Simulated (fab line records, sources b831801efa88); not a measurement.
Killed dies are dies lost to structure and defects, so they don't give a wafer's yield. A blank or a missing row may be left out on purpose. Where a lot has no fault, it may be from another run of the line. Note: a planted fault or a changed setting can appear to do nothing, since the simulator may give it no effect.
What tool caused it? | flow gf180mcu | 18 wafers sampled from 6 lots at 1 step of a route of 602

## WHAT THE GAUGES READ, wafer by wafer
GF_POLY_GATE_THK_MEAS_01.
lot  | measured     | on           | POLY_GATE_CVD_00_THK (nm)
L740 | day 9 09:13  | filmMetro-04 | 196.0 195.7 197.3
L742 | day 9 20:08  | filmMetro-04 | 199.4 199.5 198.9
L747 | day 10 21:20 | filmMetro-04 | 203.8 202.3 202.7
L753 | day 12 08:47 | filmMetro-04 | 200.1 200.3 201.1
L759 | day 14 05:46 | filmMetro-04 | 200.6 201.3 200.5
L761 | day 14 15:40 | filmMetro-02 | 201.1 200.5 201.3

## TOOL THAT RAN EACH LOT (tool first, then ch and the chambers of the sampled wafers, then the start)
The record shows no process step preceding these readings.

## THE ANSWER, worked out from the rows above alone
Rule: what is usual is taken from the lots themselves. The widest of any qualifying gaps counts: lots, ordered by their means at a reading, are off when they make up no more than a third of the lots, leave a main group of 4 or more, and stand apart from it by 3 or more times the standard deviation of that group's means. The tables above print the reading to a certain number of digits; a main group whose means all agree to those digits is not used. A lot without any number at a reading at which 4 lots or more have one is off too. Any other lot the step has rows for is counted as sound.
None of the lots is off at any reading shown; this tells nothing.

## WHAT THE SIMULATOR HAD INSERTED
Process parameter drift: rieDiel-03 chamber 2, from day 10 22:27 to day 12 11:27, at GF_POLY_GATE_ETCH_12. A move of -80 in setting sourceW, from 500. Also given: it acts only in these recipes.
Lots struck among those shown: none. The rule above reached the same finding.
